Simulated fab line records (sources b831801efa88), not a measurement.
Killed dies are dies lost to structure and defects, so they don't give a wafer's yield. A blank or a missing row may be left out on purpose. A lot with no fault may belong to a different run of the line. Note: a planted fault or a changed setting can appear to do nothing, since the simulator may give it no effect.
The same fault as seen by 2 desks ; flow sky130 ; numbers are kept per desk, each desk with only its own; the story behind them comes last

## FOR THE TOOL OWNER'S DESK: lpcvd-02
The tool's own readings at SKY_SPACER_CVD_00 (deposits Si3N4 from DCS/NH3, target thk 43.1 nm, time 740 s): means of the sampled wafers that have a number, for each lot that ran on this tool. Any lot whose mean is over 4 standard deviations away from the usual mean is out of limits and marked OUT; that distance is given in the brackets.
Columns: A = spikeTcBottomC at SKY_SPACER_CVD_00, usual 790.4 C; B = spikeTcCentreC at SKY_SPACER_CVD_00, usual 770.0 C; C = spikeTcLowerC at SKY_SPACER_CVD_00, usual 770.2 C; D = spikeTcTopC at SKY_SPACER_CVD_00, usual 785.3 C; E = spikeTcUpperC at SKY_SPACER_CVD_00, usual 770.2 C; F = susceptorTempC at SKY_SPACER_CVD_00, usual 769.9 C
lot;first seen here;A;B;C;D;E;F
L496;day 22 02:44;789.5;770.6;770.2;786.8;770.2;769.9
L497;day 23 06:41;792.4;770.8;769.9;783.1;770.0;769.9
L500;day 24 06:16;789.3;769.4;769.2;786.6;770.4;769.7
L499;day 24 12:26;791.8;770.1;769.5;783.9;770.8;769.9
L501;day 25 08:32;792.8;770.3;770.4;784.6;770.1;769.6
L502;day 26 02:20;789.4;770.1;770.2;785.3;770.7;769.6
L504;day 26 04:36;792.0;771.7;770.2;783.7;770.8;770.1
L503;day 26 09:43;792.3;770.2;771.2;784.0;770.6;769.9
L505;day 26 10:55;777.6 (-8.5) OUT;754.4 (-16) OUT;755.0 (-16) OUT;768.6 (-10) OUT;754.7 (-17) OUT;754.5 (-50) OUT
L506;day 26 13:10;775.0 (-10) OUT;754.4 (-16) OUT;755.1 (-16) OUT;773.0 (-7.7) OUT;754.9 (-16) OUT;755.4 (-47) OUT
L519;day 31 01:15;789.1;770.0;771.0;785.5;769.5;770.2
This desk finds L505, L506 out of limits, L505 being first, at day 26 10:55 (spikeTcBottomC at SKY_SPACER_CVD_00). L496, L497, L500, L499, L501, L502, L504, L503, L519: within limits.

## METROLOGY DESK
What the gauges read, lot by lot, whatever tool the lot ran on: means of the sampled wafers that have a number. Any lot whose mean is over 4 standard deviations away from the usual mean is out of limits and marked OUT; that distance is given in the brackets.
Columns: A = SONOS_ONO_OVL at SKY_SONOS_ONO_OVL_MEAS_14, usual -0.3 nm; B = GATE_OXIDE_OVL at SKY_GATE_OXIDE_OVL_MEAS_10, usual -0.6 nm; C = SPACER_CVD_00_THK at SKY_SPACER_THK_MEAS_01, usual 43.0 nm; D = cdNm at SKY_POLY_CUT_CD_MEAS_08, usual 270.3 nm
lot;first seen here;A;B;C;D
L496;day 12 05:24;1.8;-0.5;42.9;272.0
L497;day 13 00:48;1.1;-1.1;42.1;270.3
L500;day 14 00:53;-0.1;0.3;42.7;269.3
L499;day 14 01:11;0.6;1.1;43.3;269.9
L501;day 14 16:58;-1.8;-1.3;43.5;272.0
L502;day 15 07:10;0.5;1.4;43.4;269.4
L504;day 15 17:34;-1.6;-2.9;43.2;270.8
L503;day 15 18:14;-1.7;-1.1;43.1;272.2
L505;day 15 20:18;-1.2;-1.5;32.0 (-31) OUT;269.2
L506;day 15 23:19;2.7;-2.2;31.8 (-32) OUT;269.6
L519;day 20 20:40;0.9;-0.7;42.7;270.7
Per this desk, out of limits: L505, L506; the first was L505, day 26 12:07 (SPACER_CVD_00_THK at SKY_SPACER_THK_MEAS_01). L496, L497, L500, L499, L501, L502, L504, L503, L519: within limits.

## ALL TOGETHER
The tool owner's desk had the chance to raise an alarm at day 26 10:55 on L505, L506.
An alarm was possible from the metrology desk at day 26 12:07, on L505, L506.
SKY_SPACER_CVD_00 was run on lpcvd-02 by each of the lots named.

## WHAT THE SIMULATOR HAD INSERTED
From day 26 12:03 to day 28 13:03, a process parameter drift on lpcvd-02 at SKY_SPACER_CVD_00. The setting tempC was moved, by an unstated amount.
Shown lots that were struck: L505, L506.
